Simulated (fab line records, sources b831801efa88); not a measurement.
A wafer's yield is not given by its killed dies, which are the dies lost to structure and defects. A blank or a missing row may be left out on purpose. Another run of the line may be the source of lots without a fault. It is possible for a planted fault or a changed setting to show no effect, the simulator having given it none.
fab line records    flow gf180mcu
[record] lots = 24  wafers = 72  last_day = 34
route steps=602 shown SAB@265 V1@351 M3@423 V4@501 M5@531 V5@554
lots that met no fault: taken from a fault-free run of the same line
start_h: hours from the record's opening day to when the first of the lot's shown wafers began    wait_h: how many hours have passed since the lot's step before this one    " same as the row above    L1.1+2: one row covering several wafers at once    - no value, or no start given    * or withheld: withheld    < > ~ a bound
route shown NAME@n: a module of which the file shows steps, and the number in the route of the first    usual: mean and standard deviation over wafers with no fault    same: alike in all rows    chamber/n: place in a boat    sites: each site's reading    _std_site: standard deviation of those values    _edge_site: the outer-site mean with the inner-site mean subtracted    radius_mm: how far each site lies from the wafer's centre    mask NAME#n: copy n    behind: tool/chamber where the wafer was last shaped    hold: what put the lot on hold/how long, in hours/how the hold closed    device: which transistor (n, p or np) failed to switch    end of line: the route-end tests of the same wafers    a step given without rows: its recipe and nothing more    killed: the dies lost at the first sort to structure and to defects; this is not the yield of the wafer    map: shows each die of a wafer: x if killed, . if not, _ if none is there
set.NAME: setting as actually run; set.NAME@STEP: the setting as run at that earlier step    model.NAME: the simulator's own value behind a step, which no gauge read
a sample of lots followed through the steps of the route, with each step as a table and each wafer as a row
services: the hour from which a tool's chamber was out of use, counted from the record's first day as start_h (under 0 if before that day), plus the number of hours and why
[[steps]]
[step GF_SAB_THK_MEAS_01]
[recipe] reads = SiO2_of_SAB_CVD_00
[usual] SAB_CVD_00_THK = 50.0/0.58
lot.wafer  tool           chamber  start_h  wait_h  SAB_CVD_00_THK[nm]
L074.2     film_metro-02  -        316.34   0.0     50.1
L074.5     "              -        "        "       49.8
L074.6     "              -        "        "       50.6
L075.1     film_metro-01  -        326.96   0.0     49.2
L075.2     "              -        "        "       49.9
L075.5     "              -        "        "       50.7
L076.1     film_metro-02  -        331.33   0.0     49.6
L076.2     "              -        "        "       50.3
L076.4     "              -        "        "       50.8
L077.1     film_metro-02  -        342.91   0.0     49.6
L077.3     "              -        "        "       49.7
L077.6     "              -        "        "       50.0
L078.2     film_metro-03  -        345.87   0.0     49.2
L078.4     "              -        "        "       50.0
L078.6     "              -        "        "       50.5
L079.1     film_metro-02  -        358.71   0.0     49.6
L079.3     "              -        "        "       50.0
L079.6     "              -        "        "       50.0
L080.2     film_metro-01  -        372.22   0.0     48.9
L080.4     "              -        "        "       49.4
L080.6     "              -        "        "       49.5
L081.1     film_metro-01  -        376.43   0.0     49.3
L081.3     "              -        "        "       49.8
L081.4     "              -        "        "       49.9
L082.1     film_metro-03  -        387.01   0.0     50.1
L082.3     "              -        "        "       49.9
L082.5     "              -        "        "       51.0
L083.2     film_metro-02  -        392.60   0.0     50.2
L083.3     "              -        "        "       50.7
L083.6     "              -        "        "       51.0
L084.3     film_metro-03  -        402.34   0.0     50.0
L084.5     "              -        "        "       50.7
L084.6     "              -        "        "       50.3
L085.2     film_metro-02  -        411.17   0.0     50.9
L085.4     "              -        "        "       50.9
L085.6     "              -        "        "       50.3
L086.1     film_metro-02  -        423.29   0.0     49.3
L086.4     "              -        "        "       49.4
L086.6     "              -        "        "       50.3
L087.2     film_metro-01  -        437.13   0.0     50.7
L087.4     "              -        "        "       51.0
L087.6     "              -        "        "       50.9
L088.2     film_metro-03  -        449.12   0.0     49.0
L088.3     "              -        "        "       48.9
L088.6     "              -        "        "       50.0
L089.1     film_metro-03  -        454.57   0.0     50.1
L089.3     "              -        "        "       50.3
L089.6     "              -        "        "       51.1
L090.1     film_metro-02  -        458.68   0.0     49.4
L090.4     "              -        "        "       49.8
L090.5     "              -        "        "       50.7
L091.2     film_metro-02  -        463.67   0.0     49.7
L091.3     "              -        "        "       50.2
L091.4     "              -        "        "       50.2
L092.2     film_metro-03  -        477.43   0.0     49.8
L092.3     "              -        "        "       50.0
L092.5     "              -        "        "       50.8
L093.3     film_metro-03  -        482.23   0.0     49.5
L093.5     "              -        "        "       50.2
L093.6     "              -        "        "       50.1
L094.2     film_metro-01  -        490.42   0.0     50.0
L094.4     "              -        "        "       50.8
L094.6     "              -        "        "       50.1
L095.2     film_metro-03  -        494.91   0.0     49.5
L095.3     "              -        "        "       50.0
L095.4     "              -        "        "       50.8
L096.1     film_metro-01  -        498.32   0.0     50.3
L096.2     "              -        "        "       50.1
L096.6     "              -        "        "       49.8
L097.1     film_metro-03  -        509.26   0.0     49.6
L097.2     "              -        "        "       49.8
L097.4     "              -        "        "       51.1
[step GF_V1_ETCH_16]
[recipe] chemistry = N2/H2  target_depth_a = withheld  overetch_a = withheld  time_s = withheld  target = BARC  ion_energy_ev = 200  source_w = 500  bias_w = 100  pressure_mtorr = 30  n2_flow_sccm = 100  h2_flow_sccm = 200
[usual] drypump_motor_current_A = 5.9/0.45  oes_product_au = 0.855/0.0045  throttle_valve_pct = 13.225/0.0086
lot.wafer  tool         chamber  start_h  wait_h  drypump_motor_current_A  oes_product_au  throttle_valve_pct
L074.2     rie_diel-04  2        409.82   0.0     6.1                      0.854           13.216
L074.5     "            1        "        "       5.2                      0.859           13.229
L074.6     "            2        "        "       6.1                      0.856           13.223
L075.1     rie_diel-02  0        421.12   0.0     6.6                      0.849           13.220
L075.2     "            2        "        "       6.1                      0.852           13.211
L075.5     "            3        "        "       6.5                      0.860           13.236
L076.1     rie_diel-04  3        425.57   0.0     5.8                      0.853           13.220
L076.2     "            0        "        "       6.4                      0.858           13.204
L076.4     "            1        "        "       5.2                      0.853           13.222
L077.1     rie_diel-03  1        438.55   0.0     5.8                      0.862           13.209
L077.3     "            3        "        "       6.2                      0.846           13.220
L077.6     "            2        "        "       5.4                      0.853           13.208
L078.2     rie_diel-03  3        443.85   0.0     6.2                      0.851           13.237
L078.4     "            1        "        "       5.8                      0.854           13.226
L078.6     "            1        "        "       5.8                      0.859           13.221
L079.1     rie_diel-02  2        455.17   0.0     6.1                      0.852           13.212
L079.3     "            0        "        "       6.6                      0.857           13.230
L079.6     "            3        "        "       6.5                      0.854           13.228
L080.2     rie_diel-03  3        470.65   0.0     6.1                      0.860           13.214
L080.4     "            1        "        "       5.8                      0.849           13.229
L080.6     "            2        "        "       5.4                      0.857           13.230
L081.1     rie_diel-04  3        473.92   0.0     5.8                      0.850           13.220
L081.3     "            2        "        "       6.1                      0.855           13.215
L081.4     "            0        "        "       6.4                      0.857           13.236
L082.1     rie_diel-03  1        485.45   0.0     5.8                      0.852           13.231
L082.3     "            3        "        "       6.1                      0.856           13.224
L082.5     "            0        "        "       5.4                      0.854           13.221
L083.2     rie_diel-03  0        491.70   0.0     5.4                      0.848           13.220
L083.3     "            3        "        "       6.1                      0.860           13.224
L083.6     "            1        "        "       5.8                      0.858           13.233
L084.3     rie_diel-04  0        504.15   0.0     6.4                      0.859           13.228
L084.5     "            0        "        "       6.4                      0.851           13.225
L084.6     "            2        "        "       6.1                      0.857           13.222
L085.2     rie_diel-03  2        510.80   0.0     5.4                      0.848           13.208
L085.4     "            3        "        "       6.2                      0.853           13.242
L085.6     "            3        "        "       6.2                      0.856           13.220
L086.1     rie_diel-02  0        523.47   0.0     6.6                      0.861           13.243
L086.4     "            1        "        "       6.4                      0.854           13.213
L086.6     "            2        "        "       6.1                      0.856           13.215
L087.2     rie_diel-03  3        536.20   0.0     6.2                      0.854           13.221
L087.4     "            0        "        "       5.3                      0.854           13.210
L087.6     "            1        "        "       5.8                      0.853           13.227
L088.2     rie_diel-02  3        547.35   0.0     6.5                      0.864           13.211
L088.3     "            1        "        "       6.4                      0.855           13.233
L088.6     "            0        "        "       6.6                      0.859           13.240
L089.1     rie_diel-03  0        551.90   0.0     5.4                      0.854           13.225
L089.3     "            2        "        "       5.4                      0.851           13.228
L089.6     "            3        "        "       6.1                      0.856           13.215
L090.1     rie_diel-04  1        556.95   0.0     5.2                      0.851           13.214
L090.4     "            0        "        "       6.4                      0.853           13.223
L090.5     "            0        "        "       6.5                      0.856           13.216
L091.2     rie_diel-02  3        561.65   0.0     6.5                      0.857           13.213
L091.3     "            2        "        "       6.1                      0.861           13.220
L091.4     "            1        "        "       6.4                      0.865           13.221
L092.2     rie_diel-03  2        574.80   0.0     5.4                      0.850           13.227
L092.3     "            3        "        "       6.1                      0.853           13.217
L092.5     "            0        "        "       5.4                      0.842           13.234
L093.3     rie_diel-03  2        577.90   0.0     5.4                      0.851           13.222
L093.5     "            3        "        "       6.2                      0.849           13.219
L093.6     "            0        "        "       5.4                      0.845           13.230
L094.2     rie_diel-03  1        585.70   0.0     5.8                      0.849           13.224
L094.4     "            2        "        "       5.5                      0.860           13.216
L094.6     "            1        "        "       5.8                      0.845           13.222
L095.2     rie_diel-02  0        591.10   0.0     6.6                      0.859           13.223
L095.3     "            1        "        "       6.4                      0.860           13.232
L095.4     "            2        "        "       6.1                      0.853           13.226
L096.1     rie_diel-04  3        592.95   0.0     5.8                      0.852           13.234
L096.2     "            2        "        "       6.1                      0.860           13.219
L096.6     "            0        "        "       6.4                      0.858           13.222
L097.1     rie_diel-03  1        603.05   0.0     5.8                      0.853           13.236
L097.2     "            0        "        "       5.4                      0.858           13.220
L097.4     "            2        "        "       5.4                      0.861           13.236
[step GF_M3_CD_MEAS_14]
[recipe] target_cd_nm = 280
[usual] cd_nm = 279.4/1
lot.wafer  tool       chamber  start_h  wait_h  cd_nm
L074.2     cd_sem-02  -        488.07   0.1     279.9
L074.5     "          -        "        "       280.8
L074.6     "          -        "        "       281.2
L075.1     cd_sem-01  -        497.81   0.1     278.3
L075.2     "          -        "        "       279.1
L075.5     "          -        "        "       278.3
L076.1     cd_sem-01  -        502.81   0.1     280.4
L076.2     "          -        "        "       279.5
L076.4     "          -        "        "       278.9
L077.1     cd_sem-01  -        515.36   0.1     279.4
L077.3     "          -        "        "       280.1
L077.6     "          -        "        "       279.0
L078.2     cd_sem-02  -        519.88   0.1     279.4
L078.4     "          -        "        "       279.0
L078.6     "          -        "        "       279.0
L079.1     cd_sem-02  -        531.51   0.1     279.7
L079.3     "          -        "        "       279.3
L079.6     "          -        "        "       278.4
L080.2     cd_sem-01  -        545.67   0.1     279.4
L080.4     "          -        "        "       278.2
L080.6     "          -        "        "       277.5
L081.1     cd_sem-01  -        549.60   0.1     279.6
L081.3     "          -        "        "       279.0
L081.4     "          -        "        "       280.8
L082.1     cd_sem-01  -        558.76   0.1     279.4
L082.3     "          -        "        "       281.7
L082.5     "          -        "        "       279.9
L083.2     cd_sem-01  -        565.18   0.1     280.0
L083.3     "          -        "        "       279.6
L083.6     "          -        "        "       280.6
L084.3     cd_sem-02  -        576.65   0.1     278.7
L084.5     "          -        "        "       277.6
L084.6     "          -        "        "       277.4
L085.2     cd_sem-01  -        582.74   0.1     278.5
L085.4     "          -        "        "       278.4
L085.6     "          -        "        "       278.1
L086.1     cd_sem-01  -        595.27   0.1     280.0
L086.4     "          -        "        "       280.0
L086.6     "          -        "        "       279.6
L087.2     cd_sem-01  -        606.98   0.1     279.5
L087.4     "          -        "        "       279.7
L087.6     "          -        "        "       280.2
L088.2     cd_sem-01  -        616.84   0.1     280.0
L088.3     "          -        "        "       280.2
L088.6     "          -        "        "       280.0
L089.1     cd_sem-01  -        621.55   0.1     279.3
L089.3     "          -        "        "       278.8
L089.6     "          -        "        "       278.8
L090.1     cd_sem-01  -        625.97   0.1     278.0
L090.4     "          -        "        "       276.5
L090.5     "          -        "        "       277.0
L091.2     cd_sem-02  -        629.39   0.1     280.3
L091.3     "          -        "        "       280.7
L091.4     "          -        "        "       281.3
L092.2     cd_sem-02  -        641.36   0.1     277.8
L092.3     "          -        "        "       278.9
L092.5     "          -        "        "       278.9
L093.3     cd_sem-01  -        645.35   0.1     280.8
L093.5     "          -        "        "       278.6
L093.6     "          -        "        "       280.4
L094.2     cd_sem-01  -        652.89   0.2     279.0
L094.4     "          -        "        "       279.1
L094.6     "          -        "        "       277.9
L095.2     cd_sem-02  -        657.31   0.2     281.0
L095.3     "          -        "        "       281.1
L095.4     "          -        "        "       281.5
L096.1     cd_sem-01  -        657.82   0.1     278.9
L096.2     "          -        "        "       279.0
L096.6     "          -        "        "       278.1
L097.1     cd_sem-01  -        668.11   0.1     278.6
L097.2     "          -        "        "       280.1
L097.4     "          -        "        "       279.3
[step GF_V4_THK_MEAS_25]
[recipe] thk_meas_gauge = xrf  reads = W_of_V4_CVD_23
[usual] V4_W_THK = 361/7.7
lot.wafer  tool           chamber  start_h  wait_h  V4_W_THK[nm]
L074.2     film_metro-04  -        563.61   0.1     345
L074.5     "              -        "        "       352
L074.6     "              -        "        "       347
L075.1     film_metro-04  -        571.77   0.1     353
L075.2     "              -        "        "       353
L075.5     "              -        "        "       353
L076.1     film_metro-01  -        576.22   0.1     378
L076.2     "              -        "        "       363
L076.4     "              -        "        "       372
L077.1     film_metro-01  -        587.60   0.1     370
L077.3     "              -        "        "       369
L077.6     "              -        "        "       382
L078.2     film_metro-01  -        593.15   0.1     366
L078.4     "              -        "        "       370
L078.6     "              -        "        "       370
L079.1     film_metro-01  -        603.44   0.1     355
L079.3     "              -        "        "       357
L079.6     "              -        "        "       352
L080.2     film_metro-01  -        616.61   0.1     353
L080.4     "              -        "        "       353
L080.6     "              -        "        "       355
L081.1     film_metro-03  -        620.14   0.1     360
L081.3     "              -        "        "       356
L081.4     "              -        "        "       370
L082.1     film_metro-01  -        628.22   0.1     359
L082.3     "              -        "        "       355
L082.5     "              -        "        "       353
L083.2     film_metro-04  -        634.79   0.1     357
L083.3     "              -        "        "       358
L083.6     "              -        "        "       354
L084.3     film_metro-01  -        645.41   0.1     357
L084.5     "              -        "        "       361
L084.6     "              -        "        "       361
L085.2     film_metro-01  -        651.02   0.1     357
L085.4     "              -        "        "       362
L085.6     "              -        "        "       358
L086.1     film_metro-04  -        662.15   0.1     374
L086.4     "              -        "        "       362
L086.6     "              -        "        "       370
L087.2     film_metro-04  -        673.40   0.1     354
L087.4     "              -        "        "       349
L087.6     "              -        "        "       351
L088.2     film_metro-01  -        683.25   0.1     360
L088.3     "              -        "        "       370
L088.6     "              -        "        "       363
L089.1     film_metro-01  -        685.83   0.1     363
L089.3     "              -        "        "       360
L089.6     "              -        "        "       357
L090.1     film_metro-04  -        690.58   0.1     348
L090.4     "              -        "        "       361
L090.5     "              -        "        "       354
L091.2     film_metro-01  -        693.95   0.1     362
L091.3     "              -        "        "       367
L091.4     "              -        "        "       359
L092.2     film_metro-01  -        704.31   0.1     370
L092.3     "              -        "        "       366
L092.5     "              -        "        "       370
L093.3     film_metro-01  -        707.28   0.1     360
L093.5     "              -        "        "       360
L093.6     "              -        "        "       369
L094.2     film_metro-03  -        714.42   0.1     366
L094.4     "              -        "        "       363
L094.6     "              -        "        "       359
L095.2     film_metro-01  -        718.79   0.1     368
L095.3     "              -        "        "       365
L095.4     "              -        "        "       366
L096.1     film_metro-01  -        719.64   0.1     366
L096.2     "              -        "        "       364
L096.6     "              -        "        "       366
L097.1     film_metro-01  -        729.38   0.1     365
L097.2     "              -        "        "       360
L097.4     "              -        "        "       365
[step GF_M5_PEB_05]
[recipe] peb_temp_c = 135  peb_time_s = 94.48  resist = KrF
[usual] exhaust_pa = 44.9/0.9  plate_sensor_t_centre_C = 136.13/0.01  plate_sensor_t_edge_C = 136.3/0.0093
lot.wafer  tool            chamber  start_h  wait_h  exhaust_pa  plate_sensor_t_centre_C  plate_sensor_t_edge_C
L074.2     litho_track-02  0        -        -       44.6        136.13                   136.3
L074.5     "               0        "        "       46.0        136.15                   136.3
L074.6     "               0        "        "       44.4        136.14                   136.3
L075.1     litho_track-02  0        -        -       44.1        136.15                   136.28
L075.2     "               0        "        "       44.8        136.13                   136.3
L075.5     "               0        "        "       45.2        136.14                   136.3
L076.1     litho_track-04  0        -        -       44.3        136.16                   136.29
L076.2     "               0        "        "       43.5        136.13                   136.28
L076.4     "               0        "        "       45.5        136.14                   136.3
L077.1     litho_track-04  0        -        -       44.4        136.13                   136.3
L077.3     "               0        "        "       45.1        136.14                   136.3
L077.6     "               0        "        "       43.1        136.12                   136.3
L078.2     litho_track-01  0        -        -       45.6        136.12                   136.31
L078.4     "               0        "        "       45.0        136.14                   136.31
L078.6     "               0        "        "       44.2        136.14                   136.29
L079.1     litho_track-01  0        -        -       44.2        136.12                   136.29
L079.3     "               0        "        "       43.3        136.14                   136.3
L079.6     "               0        "        "       45.2        136.12                   136.31
L080.2     litho_track-04  0        -        -       45.7        136.14                   136.29
L080.4     "               0        "        "       45.5        136.13                   136.29
L080.6     "               0        "        "       46.1        136.12                   136.31
L081.1     litho_track-02  0        -        -       45.0        136.13                   136.3
L081.3     "               0        "        "       44.9        136.13                   136.3
L081.4     "               0        "        "       45.4        136.12                   136.29
L082.1     litho_track-04  0        -        -       43.7        136.12                   136.29
L082.3     "               0        "        "       44.0        136.13                   136.29
L082.5     "               0        "        "       43.7        136.12                   136.29
L083.2     litho_track-02  0        -        -       46.2        136.15                   136.29
L083.3     "               0        "        "       45.0        136.13                   136.3
L083.6     "               0        "        "       44.4        136.13                   136.3
L084.3     litho_track-02  0        -        -       44.1        136.12                   136.29
L084.5     "               0        "        "       44.2        136.13                   136.31
L084.6     "               0        "        "       45.6        136.13                   136.29
L085.2     litho_track-02  0        -        -       43.7        136.12                   136.28
L085.4     "               0        "        "       43.9        136.13                   136.29
L085.6     "               0        "        "       44.5        136.13                   136.29
L086.1     litho_track-04  0        -        -       45.0        136.13                   136.3
L086.4     "               0        "        "       45.7        136.14                   136.3
L086.6     "               0        "        "       45.2        136.11                   136.3
L087.2     litho_track-04  0        -        -       44.0        136.12                   136.3
L087.4     "               0        "        "       45.3        136.13                   136.31
L087.6     "               0        "        "       46.0        136.14                   136.29
L088.2     litho_track-04  0        -        -       44.8        136.13                   136.29
L088.3     "               0        "        "       45.5        136.14                   136.3
L088.6     "               0        "        "       46.3        136.13                   136.29
L089.1     litho_track-04  0        -        -       44.1        136.14                   136.28
L089.3     "               0        "        "       45.7        136.14                   136.29
L089.6     "               0        "        "       45.6        136.12                   136.28
L090.1     litho_track-02  0        -        -       45.4        136.13                   136.28
L090.4     "               0        "        "       45.8        136.14                   136.29
L090.5     "               0        "        "       44.7        136.13                   136.29
L091.2     litho_track-04  0        -        -       44.2        136.13                   136.28
L091.3     "               0        "        "       45.2        136.13                   136.3
L091.4     "               0        "        "       44.8        136.12                   136.28
L092.2     litho_track-04  0        -        -       45.6        136.14                   136.3
L092.3     "               0        "        "       45.3        136.13                   136.3
L092.5     "               0        "        "       46.1        136.11                   136.29
L093.3     litho_track-04  0        -        -       44.6        136.12                   136.3
L093.5     "               0        "        "       43.6        136.14                   136.28
L093.6     "               0        "        "       46.1        136.13                   136.3
L094.2     litho_track-04  0        -        -       42.8        136.14                   136.29
L094.4     "               0        "        "       44.6        136.12                   136.29
L094.6     "               0        "        "       43.4        136.14                   136.3
L095.2     litho_track-01  0        -        -       43.4        136.14                   136.28
L095.3     "               0        "        "       44.2        136.14                   136.29
L095.4     "               0        "        "       45.0        136.12                   136.3
L096.1     litho_track-04  0        -        -       46.2        136.12                   136.31
L096.2     "               0        "        "       46.1        136.14                   136.29
L096.6     "               0        "        "       46.6        136.14                   136.3
L097.1     litho_track-02  0        -        -       45.5        136.13                   136.31
L097.2     "               0        "        "       44.6        136.13                   136.29
L097.4     "               0        "        "       45.2        136.14                   136.32
[step GF_V5_CD_MEAS_14]
[recipe] target_cd_nm = 260
[usual] cd_nm = 260.2/1.4
lot.wafer  tool       chamber  start_h  wait_h  cd_nm
L074.2     cd_sem-02  -        629.74   0.1     257.9
L074.5     "          -        "        "       258.3
L074.6     "          -        "        "       259.0
L075.1     cd_sem-02  -        637.87   0.1     260.1
L075.2     "          -        "        "       260.9
L075.5     "          -        "        "       259.4
L076.1     cd_sem-02  -        640.80   0.1     258.5
L076.2     "          -        "        "       258.7
L076.4     "          -        "        "       257.9
L077.1     cd_sem-01  -        651.86   0.1     260.2
L077.3     "          -        "        "       260.3
L077.6     "          -        "        "       260.8
L078.2     cd_sem-02  -        657.19   0.1     260.7
L078.4     "          -        "        "       261.6
L078.6     "          -        "        "       262.2
L079.1     cd_sem-01  -        666.25   0.1     259.5
L079.3     "          -        "        "       260.8
L079.6     "          -        "        "       260.6
L080.2     cd_sem-01  -        678.63   0.2     259.3
L080.4     "          -        "        "       259.1
L080.6     "          -        "        "       259.2
L081.1     cd_sem-01  -        681.72   0.4     259.9
L081.3     "          -        "        "       260.1
L081.4     "          -        "        "       260.7
L082.1     cd_sem-02  -        689.81   0.1     260.4
L082.3     "          -        "        "       259.7
L082.5     "          -        "        "       259.7
L083.2     cd_sem-01  -        695.03   0.1     260.7
L083.3     "          -        "        "       260.8
L083.6     "          -        "        "       260.4
L084.3     cd_sem-02  -        704.90   0.1     261.8
L084.5     "          -        "        "       261.2
L084.6     "          -        "        "       263.1
L085.2     cd_sem-01  -        710.33   0.1     259.6
L085.4     "          -        "        "       260.8
L085.6     "          -        "        "       260.4
L086.1     cd_sem-01  -        719.74   0.1     260.0
L086.4     "          -        "        "       259.6
L086.6     "          -        "        "       259.3
L087.2     cd_sem-02  -        731.29   0.1     261.6
L087.4     "          -        "        "       262.7
L087.6     "          -        "        "       262.2
L088.2     cd_sem-02  -        739.01   0.1     261.9
L088.3     "          -        "        "       261.9
L088.6     "          -        "        "       262.6
L089.1     cd_sem-01  -        742.31   0.2     259.2
L089.3     "          -        "        "       259.4
L089.6     "          -        "        "       258.6
L090.1     cd_sem-02  -        747.47   0.1     259.6
L090.4     "          -        "        "       260.0
L090.5     "          -        "        "       259.1
L091.2     cd_sem-02  -        749.58   0.1     263.5
L091.3     "          -        "        "       261.8
L091.4     "          -        "        "       262.6
L092.2     cd_sem-01  -        758.43   0.1     260.2
L092.3     "          -        "        "       259.5
L092.5     "          -        "        "       259.5
L093.3     cd_sem-02  -        762.51   0.1     257.6
L093.5     "          -        "        "       258.3
L093.6     "          -        "        "       258.5
L094.2     cd_sem-01  -        769.26   0.1     258.6
L094.4     "          -        "        "       259.8
L094.6     "          -        "        "       258.7
L095.2     cd_sem-01  -        771.58   0.1     261.1
L095.3     "          -        "        "       260.9
L095.4     "          -        "        "       259.6
L096.1     cd_sem-01  -        772.74   0.1     261.2
L096.2     "          -        "        "       260.6
L096.6     "          -        "        "       260.9
L097.1     cd_sem-01  -        780.24   0.1     258.4
L097.2     "          -        "        "       257.8
L097.4     "          -        "        "       257.8
[[services]]
tool         chamber  start_h  hours  kind
rie_diel-02  1        392.00   4.5    repair
rie_diel-02  2        398.58   13.4   repair
rie_diel-04  2        414.40   1.6    repair
rie_diel-03  -        430.13   0.3    repair
rie_diel-04  2        434.98   3.5    repair
rie_diel-03  3        453.93   -      clean
rie_diel-03  3        453.93   15.1   scheduled_down
rie_diel-03  3        453.93   15.1   vent_cycle
rie_diel-02  0        459.68   9.1    repair
rie_diel-02  3        477.13   -      clean
rie_diel-02  3        477.13   20.5   scheduled_down
rie_diel-03  2        489.41   7.5    repair
rie_diel-03  1        492.52   13.7   repair
rie_diel-04  3        542.13   6.9    repair
rie_diel-04  1        564.00   19.3   repair
rie_diel-02  -        600.20   0.9    repair
rie_diel-02  -        672.25   2.8    pm
rie_diel-04  3        684.94   6.9    repair
rie_diel-03  0        689.44   9.1    repair
rie_diel-03  2        690.59   5.4    repair
rie_diel-03  1        701.25   11.8   repair
rie_diel-04  3        701.67   3.2    repair
rie_diel-03  2        721.52   5.0    repair
rie_diel-04  1        730.53   5.4    repair
[[key]]
fault none
